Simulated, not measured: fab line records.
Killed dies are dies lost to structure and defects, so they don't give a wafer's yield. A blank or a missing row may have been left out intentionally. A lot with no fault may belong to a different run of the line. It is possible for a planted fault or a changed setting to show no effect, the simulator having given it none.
Comparing a struck lot with a sound one | flow sky130 | 21 out of 708 route steps
Sound: the wafers L895.1, L895.4, L895.5. Struck: wafers L906.1, L906.3, L906.5. The cause comes at the end.
For every step that has rows: the tool of each side, followed by ch and its chambers, followed by its first start. Under that, the readings that differ: sound wafers | struck wafers | difference of the means | sigmas: that difference in standard deviations of wafers without a fault.
alike: words and numbers the same on both sides, and readings whose means are apart by under 2 such deviations; not compared: readings that were withheld, readings missing a value for some wafer, numbers with overlapping values and no deviation given by the record, and bounds like >300 which may hide the same value.
The two part at a step that has a row with sigmas, a row that says differs or no value, or rows on one side only. Non-overlapping numbers with no deviation appear without sigmas and do not part them. A reading missing from all wafers of one side parts the sides only when that side holds two or more wafers.

first, 1 step without rows for these wafers: SKY_RES_XHIGH_IMPLANT_07.
SKY_RES_XHIGH_STRIP_08: strips in O2/N2.
  sound on plasmaAsher-03 ch 0,1, day 26 18:05; struck on plasmaAsher-02 ch 0,1, day 30 18:07
  alike: drypumpMotorCurrentA, oesProductAu, stripTimeToEndpointS
  not compared: rfHoursCounterH
SKY_RES_XHIGH_TW_MEAS_09:
  sound on filmMetro-01, day 26 18:11; struck on filmMetro-01, day 30 18:13
  alike: RES_XHIGH_TW
then, 7 steps without rows for these wafers: SKY_SD_N_DEHYDRATE_00 (time 60 s); SKY_SD_N_HMDS_01 (prime time 60 s); SKY_SD_N_COAT_02 (resist thk 1140 nm); SKY_SD_N_SOFTBAKE_03 (time 60 s); SKY_SD_N_EXPOSE_04 (exposes mask NSDM, target cd 380 nm); SKY_SD_N_PEB_05; SKY_SD_N_DEVELOP_06 (develop time 60 s).
SKY_SD_N_CD_MEAS_07 targets a cd of 380 nm.
  sound on cdSem-01, day 27 23:31; struck on cdSem-01, day 31 21:40
  alike: cdNm
SKY_SD_N_OVL_MEAS_08:
  sound on overlay-02, day 27 23:38; struck on overlay-01, day 31 21:47
  alike: SD_N_OVL
SKY_SD_N_IMPLANT_09:
  sound on implanter-01 ch 0, day 27 23:41; struck on implanter-04 ch 0, day 31 21:50
reading     | sound                         | struck                       | difference | sigmas
beamOnS (s) | 15.1 15.3 14.8                | 21.9 23.2 23.8               | +7.9       | +5
doseIonsCm2 | 3.989e+15 4.002e+15 3.997e+15 | 5.524e+15 5.527e+15 5.53e+15 | +1.531e+15 | +99 or more
  alike: beamEnergyKeV
after that, 1 step had no rows for these wafers: SKY_SD_N_IMPLANT_10.
SKY_SD_N_STRIP_11: strips in O2/N2.
  sound on plasmaAsher-01 ch 0,1, day 27 23:59; struck on plasmaAsher-02 ch 0,1, day 31 22:08
reading                  | sound             | struck            | difference | sigmas
stripTimeToEndpointS (s) | 22.60 22.55 22.60 | 23.47 23.47 23.49 | +0.89      | +28
  alike: drypumpMotorCurrentA, oesProductAu
  not compared: rfHoursCounterH
SKY_SD_N_TW_MEAS_12:
  sound on filmMetro-03, day 28 00:05; struck on filmMetro-02, day 31 22:14
  alike: SD_N_TW
then, 1 step without rows for these wafers: SKY_SD_N_CLEAN_13 (cleans in SC1/SC2, time 150 s).
SKY_SD_N_RTA_14: time 2 s.
  sound on rtpAnneal-01 ch 0, day 28 00:12; struck on rtpAnneal-02 ch 0, day 31 22:20
  alike: lampPowerPct, wafer_temp_C_max
SKY_SD_N_RS_MEAS_16: measurement is done with a four-point probe.
  sound on filmMetro-01, day 28 00:22; struck on filmMetro-01, day 31 22:31
reading          | sound             | struck            | difference | sigmas
SD_N_RS (ohm/sq) | 68.50 68.32 68.37 | 65.96 66.01 65.88 | -2.45      | -15
SKY_SD_N_RS_MEAS_17: measurement is done with a four-point probe.
  sound on filmMetro-01, day 28 00:29; struck on filmMetro-01, day 31 22:38
  alike: SD_P_RS
-- here the record skips 17 days between the struck wafers' starts before and after, leaving off in module SD_N and picking up in module PAD_OPEN (first step shown: number 708 of the route) --
SKY_PAD_OPEN_PROBE_99:
  sound on prober-01, day 45 20:31; struck on prober-02, day 48 16:01
reading                        | sound             | struck            | difference | sigmas
model.etest.resNdiff.lineOhmUm | 744.8 760.6 753.4 | 725.4 714.8 714.9 | -34.6      | 
model.etest.liconNdiff.rcOhm   | 176.2 180.1 183.2 | 170.3 164 171.4   | -11.3      | 
model.etest.resNdiffHv.rsOhmSq | 111.6 112.2 111.6 | 107.3 107.1 107.1 | -4.6       | 
model.etest.resNdiff.rsOhmSq   | 119.4 118.7 119.3 | 112.7 113.1 112.8 | -6.3       | 
  alike: killed_at_M0_to_M3, killed_at_M4_up, killedAtContacts, killedAtFrontEnd, killedAtOther, killedDies, killedOpen, killedShort
  not compared: model.etest.sonosUncharged.rOnOhmUm

WHERE THEY PART
At SKY_SD_N_IMPLANT_09 first; at SKY_SD_N_RS_MEAS_16 last (within this record only). Later steps at which nothing parts them and some readings are alike: SKY_SD_N_RS_MEAS_17, SKY_PAD_OPEN_PROBE_99.

WHY: the cause the simulator had injected
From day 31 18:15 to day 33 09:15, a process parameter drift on implanter-04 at SKY_SD_N_IMPLANT_09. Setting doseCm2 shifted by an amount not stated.
